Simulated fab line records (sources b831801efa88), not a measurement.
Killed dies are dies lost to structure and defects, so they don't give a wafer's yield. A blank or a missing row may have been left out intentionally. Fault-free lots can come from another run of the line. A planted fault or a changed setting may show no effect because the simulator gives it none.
fab line records    flow gf180mcu
record lots=5  wafers=15  last_day=33
route steps=602 shown M1@328 V1@335
lots untouched by any fault: they come from a run of this same line in which no faults occurred
start_h: the number of hours between the record's first day and the start of the first shown wafer of the lot    wait_h: hours elapsed since this lot's preceding step    " same as the row above    L1.1+2: a row that stands for several wafers    - no value, or no start was given    * or withheld: withheld    < > ~ a bound
route shown NAME@n: NAME is a module with steps in the file, n the number in the route of the first one    usual: mean/standard deviation of fault-free wafers    same: alike in all rows    chamber/n: place in a boat    sites: per-site readings    _std_site: how widely they spread, as a standard deviation    _edge_site: mean of outer sites minus mean of inner sites    radius_mm: for every site, how far away it sits from the centre of the wafer    mask NAME#n: copy n    behind: the last tool/chamber to shape the wafer    hold: why the lot was held/for how many hours/how that ended    device: whichever transistor did not switch (one of n, p or np)    end of line: the same wafers' tests at the end of the route    where a step has no rows: the recipe by itself    killed: not the wafer's yield, but the dies lost to structure and defects at the first sort    map: a wafer's dies, x killed, . not, _ none there
set.NAME: setting as actually run; set.NAME@STEP: the setting as run at that earlier step    model.NAME: the simulator's own value behind a step, which no gauge read
lots seen at some steps along the route; tables by step, rows by wafer
services: a tool's chamber out of use, with start hour (start_h, from the record's first day; less than 0 if before it), hours out, and reason
## steps
# step GF_M1_DEVELOP_13
# recipe develop_time_s=60  dev_temp_c=21.84
lot.wafer   tool            chamber  start_h  wait_h
L075.3+4+5  litho_track-01  0        390.01   0.1
L078.1+3+5  litho_track-02  0        418.40   0.2
L084.3+5+6  litho_track-02  0        474.00   0.1
L090.1+2+6  litho_track-03  0        525.70   0.2
L093.1+3+5  litho_track-01  0        543.86   0.2
# step GF_M1_CD_MEAS_14
# recipe target_cd_nm=230
# usual cd_nm=229.8/1
lot.wafer  tool       chamber  start_h  wait_h  cd_nm
L075.3     cd_sem-02  -        390.15   0.1     229.0
L075.4     "          -        "        "       229.3
L075.5     "          -        "        "       229.1
L078.1     cd_sem-01  -        418.55   0.1     228.4
L078.3     "          -        "        "       229.4
L078.5     "          -        "        "       229.7
L084.3     cd_sem-02  -        474.14   0.1     229.8
L084.5     "          -        "        "       229.9
L084.6     "          -        "        "       230.1
L090.1     cd_sem-02  -        525.85   0.1     229.1
L090.2     "          -        "        "       228.2
L090.6     "          -        "        "       228.1
L093.1     cd_sem-02  -        544.01   0.1     229.1
L093.3     "          -        "        "       230.4
L093.5     "          -        "        "       229.8
# step GF_M1_OVL_MEAS_15
# usual M1_OVL=2/5.6
lot.wafer  tool        chamber  start_h  wait_h  M1_OVL[nm]
L075.3     overlay-01  -        390.24   0.1     5
L075.4     "           -        "        "       -1
L075.5     "           -        "        "       3
L078.1     overlay-01  -        418.67   0.1     4
L078.3     "           -        "        "       7
L078.5     "           -        "        "       3
L084.3     overlay-01  -        474.24   0.1     -2
L084.5     "           -        "        "       5
L084.6     "           -        "        "       2
L090.1     overlay-01  -        525.97   0.1     4
L090.2     "           -        "        "       -5
L090.6     "           -        "        "       -4
L093.1     overlay-02  -        544.13   0.1     0
L093.3     "           -        "        "       -2
L093.5     "           -        "        "       1
# step GF_M1_METAL_ETCH_16
# recipe chemistry=Cl2/BCl3  mask_material=KrF  target_depth_nm=750.8  stop_on=SiO2  pressure_mtorr=8  icp_w=800  bias_w=140  Cl2_flow_sccm=80  bcl3_flow_sccm=40  time_s=125.1
# usual chamber_pressure_mTorr=8.000/0.0073  drypump_motor_current_A=5.6/0.53  oes_product_au=0.993/0.0048  rf_fwd_power_W=796.6/2.8  throttle_valve_pct=28.227/0.01
lot.wafer  tool          chamber  start_h  wait_h  chamber_pressure_mTorr  drypump_motor_current_A  oes_product_au  rf_fwd_power_W  rf_hours_counter_h  throttle_valve_pct
L075.3     rie_metal-02  1        390.31   0.1     7.997                   5.8                      0.989           796.2           -                   28.242
L075.4     "             0        "        "       7.997                   4.7                      0.987           800.6           -                   28.241
L075.5     "             0        "        "       8.013                   4.7                      0.994           798.6           -                   28.242
L078.1     rie_metal-02  0        418.71   0.0     8.000                   4.7                      0.990           796.4           0                   28.204
L078.3     "             1        "        "       8.009                   5.7                      1.004           794.5           -                   28.235
L078.5     "             0        "        "       8.001                   4.7                      0.990           794.7           -                   28.213
L084.3     rie_metal-04  0        474.30   0.1     7.992                   5.7                      0.988           792.9           -                   28.235
L084.5     "             0        "        "       7.998                   5.7                      0.989           799.6           -                   28.218
L084.6     "             1        "        "       7.995                   5.6                      0.992           796.7           -                   28.221
L090.1     rie_metal-03  1        526.01   0.0     7.992                   5.4                      1.002           793.4           5                   28.230
L090.2     "             0        "        "       7.999                   6.5                      0.999           798.8           11                  28.231
L090.6     "             1        "        "       7.999                   5.4                      0.993           790.6           -                   28.238
L093.1     rie_metal-02  1        544.16   0.0     8.004                   5.7                      0.993           797.2           13                  28.223
L093.3     "             0        "        "       8.003                   4.7                      0.996           799.1           -                   28.225
L093.5     "             0        "        "       7.991                   4.7                      0.989           798.5           -                   28.235
# step GF_M1_STRIP_17
# recipe chemistry=O2/N2  power_w=1400  pressure_mtorr=1500  platen_temp_c=250  o2_flow_sccm=3000  n2_flow_sccm=300  overash_fraction=0.5
# usual chamber_pressure_mTorr=1499.9/1.5  drypump_motor_current_A=5.9/0.35  heater_power_w=338/30  n2_flow_sccm=299.8/0.93  o2_flow_sccm=3001/10  oes_product_au=0.537/0.0048  strip_time_to_endpoint_s=7.36/0.036
lot.wafer  tool             chamber  start_h  wait_h  chamber_pressure_mTorr  drypump_motor_current_A  heater_power_w  n2_flow_sccm  o2_flow_sccm  oes_product_au  rf_hours_counter_h  strip_time_to_endpoint_s
L075.3     plasma_asher-02  1        390.43   0.1     1498.5                  6.0                      318             299.1         3002          0.544           -                   7.42
L075.4     "                0        "        "       1498.7                  5.6                      325             299.6         3021          0.540           -                   7.40
L075.5     "                1        "        "       1500.2                  6.0                      328             299.7         2986          0.537           -                   7.36
L078.1     plasma_asher-04  0        418.84   0.1     1499.0                  5.5                      316             299.1         3013          0.539           80                  7.32
L078.3     "                0        "        "       1500.2                  5.5                      312             300.2         3002          0.542           -                   7.33
L078.5     "                0        "        "       1497.5                  5.5                      308             299.5         3017          0.541           -                   7.29
L084.3     plasma_asher-02  0        474.42   0.1     1498.4                  5.6                      340             300.3         2991          0.538           -                   7.40
L084.5     "                1        "        "       1499.3                  6.0                      330             301.7         2988          0.534           -                   7.39
L084.6     "                0        "        "       1499.2                  5.6                      343             299.2         2998          0.536           -                   7.34
L090.1     plasma_asher-03  1        526.14   0.1     1498.8                  6.3                      327             298.2         3008          0.521           75                  7.33
L090.2     "                0        "        "       1502.1                  5.8                      327             299.9         2990          0.536           75                  7.38
L090.6     "                1        "        "       1497.8                  6.4                      332             299.3         3000          0.532           -                   7.37
L093.1     plasma_asher-04  0        544.29   0.1     1499.4                  5.5                      302             299.3         2987          0.533           13                  7.34
L093.3     "                0        "        "       1501.8                  5.5                      311             299.8         2997          0.532           -                   7.35
L093.5     "                0        "        "       1502.0                  5.5                      310             299.0         2994          0.531           -                   7.35
# step GF_M1_STRIP_18
# recipe chemistry=post_etch_residue_remover  time_s=1200  temp_c=72.5
# usual temp_c=72.49/0.12
lot.wafer  tool          chamber  start_h  wait_h  temp_c
L075.3     wet_bench-02  1        390.50   0.0     72.45
L075.4     "             1        "        "       72.62
L075.5     "             1        "        "       72.67
L078.1     wet_bench-03  1        418.94   0.1     72.53
L078.3     "             1        "        "       72.51
L078.5     "             1        "        "       72.24
L084.3     wet_bench-02  0        474.49   0.0     72.33
L084.5     "             0        "        "       72.55
L084.6     "             0        "        "       72.38
L090.1     wet_bench-02  0        526.24   0.1     72.57
L090.2     "             0        "        "       72.59
L090.6     "             0        "        "       72.59
L093.1     wet_bench-02  2        544.39   0.1     72.37
L093.3     "             2        "        "       72.38
L093.5     "             2        "        "       72.39
# step GF_M1_CLEAN_19
# recipe chemistry=DIW  dry=n2_spin
lot.wafer   tool          chamber  start_h  wait_h
L075.3+4+5  wet_bench-03  0        390.87   0.0
L078.1+3+5  wet_bench-02  2        419.31   0.0
L084.3+5+6  wet_bench-03  3        474.86   0.0
L090.1+2+6  wet_bench-04  0        526.58   0.0
L093.1+3+5  wet_bench-04  0        544.73   0.0
# step GF_V1_CVD_00
# recipe material=SiO2  target_thk_nm=600  sigma_open_frac=0.3  temp_c=400  time_s=100  sih4_flow_sccm=60  pressure_mtorr=6
lot.wafer   tool       chamber  start_h  wait_h
L075.3+4+5  hdpcvd-01  1,2,0    390.96   0.0
L078.1+3+5  hdpcvd-01  0,1,0    419.41   0.0
L084.3+5+6  hdpcvd-02  1,0,2    474.95   0.0
L090.1+2+6  hdpcvd-02  2,1,1    526.68   0.0
L093.1+3+5  hdpcvd-02  2,0,1    544.83   0.0
# step GF_V1_THK_MEAS_01
# recipe reads=SiO2_of_V1_CVD_00
# usual V1_CVD_00_THK=604/5.8
lot.wafer  tool           chamber  start_h  wait_h  V1_CVD_00_THK[nm]
L075.3     film_metro-04  -        391.05   0.1     611
L075.4     "              -        "        "       601
L075.5     "              -        "        "       604
L078.1     film_metro-02  -        419.48   0.0     610
L078.3     "              -        "        "       610
L078.5     "              -        "        "       609
L084.3     film_metro-04  -        475.05   0.1     615
L084.5     "              -        "        "       614
L084.6     "              -        "        "       608
L090.1     film_metro-02  -        526.75   0.0     596
L090.2     "              -        "        "       605
L090.6     "              -        "        "       604
L093.1     film_metro-04  -        544.91   0.0     588
L093.3     "              -        "        "       602
L093.5     "              -        "        "       602
# step GF_V1_CVD_02
# recipe material=SiO2  target_thk_nm=850  precursor=TEOS  temp_c=400  time_s=94.851  rf_w=600
# usual heater_power_outer_w=396/58  heater_power_w=702/84  rf_fwd_power_W=595.7/2
lot.wafer  tool      chamber  start_h  wait_h  heater_power_outer_w  heater_power_w  rf_fwd_power_W
L075.3     pecvd-03  1        391.09   0.0     377                   671             592.6
L075.4     "         1        "        "       426                   741             596.7
L075.5     "         2        "        "       465                   862             595.4
L078.1     pecvd-02  2        419.54   0.1     404                   668             595.7
L078.3     "         0        "        "       274                   547             594.9
L078.5     "         2        "        "       295                   555             591.9
L084.3     pecvd-01  2        475.09   0.0     435                   820             597.0
L084.5     "         0        "        "       431                   752             594.5
L084.6     "         2        "        "       468                   854             597.3
L090.1     pecvd-03  0        526.81   0.1     409                   709             593.4
L090.2     "         1        "        "       496                   828             594.6
L090.6     "         1        "        "       380                   674             598.1
L093.1     pecvd-01  2        544.97   0.1     373                   726             595.3
L093.3     "         0        "        "       391                   706             597.7
L093.5     "         2        "        "       420                   785             596.6
# step GF_V1_THK_MEAS_03
# recipe reads=SiO2_of_V1_CVD_02
# usual V1_CVD_02_THK=852/9.8
lot.wafer  tool           chamber  start_h  wait_h  V1_CVD_02_THK[nm]
L075.3     film_metro-02  -        391.18   0.1     852
L075.4     "              -        "        "       852
L075.5     "              -        "        "       857
L078.1     film_metro-01  -        419.61   0.0     852
L078.3     "              -        "        "       852
L078.5     "              -        "        "       866
L084.3     film_metro-02  -        475.17   0.1     857
L084.5     "              -        "        "       860
L084.6     "              -        "        "       854
L090.1     film_metro-04  -        526.88   0.0     849
L090.2     "              -        "        "       846
L090.6     "              -        "        "       853
L093.1     film_metro-02  -        545.04   0.0     853
L093.3     "              -        "        "       844
L093.5     "              -        "        "       857
# step GF_V1_CMP_04
# recipe material=SiO2  down_force_psi=4  platen_rpm=60  pad_velocity_m_s=0.94248
# usual edge_zone_pressure_frac=1.000/0.0048  motor_current_A=12.2/1.2  time_to_endpoint_s=81/5.1
lot.wafer  tool    chamber  start_h  wait_h  edge_zone_pressure_frac  motor_current_A  time_to_endpoint_s
L075.3     cmp-02  0        391.27   0.1     1.006                    12.8             86
L075.4     "       2        "        "       1.005                    10.3             82
L075.5     "       0        "        "       0.999                    12.2             88
L078.3     cmp-01  1        419.72   0.1     1.004                    11.5             76
L078.1     "       2        "        "       1.001                    13.5             75
L078.5     "       0        "        "       1.000                    13.4             85
L084.3     cmp-01  2        475.21   0.0     1.003                    13.7             79
L084.5     "       2        "        "       0.995                    13.6             79
L084.6     "       3        "        "       0.994                    11.3             84
L090.1     cmp-01  3        526.94   0.1     1.004                    11.3             85
L090.2     "       1        "        "       1.003                    11.7             82
L090.6     "       0        "        "       0.995                    12.5             85
L093.1     cmp-02  1        545.15   0.1     0.997                    11.3             79
L093.3     "       2        "        "       1.000                    9.8              77
L093.5     "       0        "        "       0.997                    12.1             83
# step GF_V1_BOW_MEAS_05
# recipe mode=bow
# usual V1_BOW=81/8.1
lot.wafer  tool           chamber  start_h  wait_h  V1_BOW[um]
L075.3     film_metro-01  -        391.56   0.2     85
L075.4     "              -        "        "       83
L075.5     "              -        "        "       77
L078.1     film_metro-02  -        419.99   0.2     90
L078.3     "              -        "        "       81
L078.5     "              -        "        "       83
L084.3     film_metro-01  -        475.55   0.3     91
L084.5     "              -        "        "       90
L084.6     "              -        "        "       84
L090.1     film_metro-04  -        527.24   0.2     67
L090.2     "              -        "        "       78
L090.6     "              -        "        "       72
L093.1     film_metro-01  -        545.40   0.2     85
L093.3     "              -        "        "       77
L093.5     "              -        "        "       72
# step GF_V1_DEHYDRATE_06
# recipe temp_c=200  time_s=60
lot.wafer   tool            chamber  start_h  wait_h
L075.3+4+5  litho_track-04  0        402.50   10.9
L078.1+3+5  litho_track-03  0        430.95   10.9
L084.3+5+6  litho_track-03  0        487.55   12.0
L090.1+2+6  litho_track-04  0        538.25   11.0
L093.1+3+5  litho_track-03  0        555.50   10.1
# step GF_V1_HMDS_07
# recipe prime_time_s=60  prime_temp_c=120
lot.wafer   tool            chamber  start_h  wait_h
L075.3+4+5  litho_track-04  0        402.65   0.1
L078.1+3+5  litho_track-03  0        431.10   0.1
L084.3+5+6  litho_track-03  0        487.70   0.1
L090.1+2+6  litho_track-04  0        538.40   0.1
L093.1+3+5  litho_track-03  0        555.65   0.1
## services
tool             chamber  start_h  hours  kind
pecvd-02         -        368.88   14.0   pm
cmp-01           -        379.82   5.4    pm
plasma_asher-03  -        387.22   12.6   repair
cmp-02           -        404.05   4.0    pm
plasma_asher-04  -        421.25   9.0    pm
rie_metal-03     1        421.50   5.1    repair
cmp-02           -        430.97   0.3    repair
rie_metal-03     1        436.86   6.7    repair
hdpcvd-01        0        442.74   3.3    repair
pecvd-03         -        445.84   1.8    repair
hdpcvd-02        -        478.75   2.8    pm
plasma_asher-03  -        479.13   19.4   repair
plasma_asher-04  -        489.29   0.9    repair
hdpcvd-01        0        494.86   1.9    repair
hdpcvd-01        -        496.03   0.9    repair
hdpcvd-02        2        499.18   5.1    repair
plasma_asher-02  -        510.48   2.0    repair
pecvd-03         -        513.45   1.3    repair
hdpcvd-01        -        530.03   5.5    pm
cmp-01           -        534.60   1.0    repair
rie_metal-02     0        535.34   2.0    repair
plasma_asher-02  -        536.09   0.3    repair
hdpcvd-01        -        539.25   15.0   pm
rie_metal-02     -        552.34   1.4    pm
## key
fault none
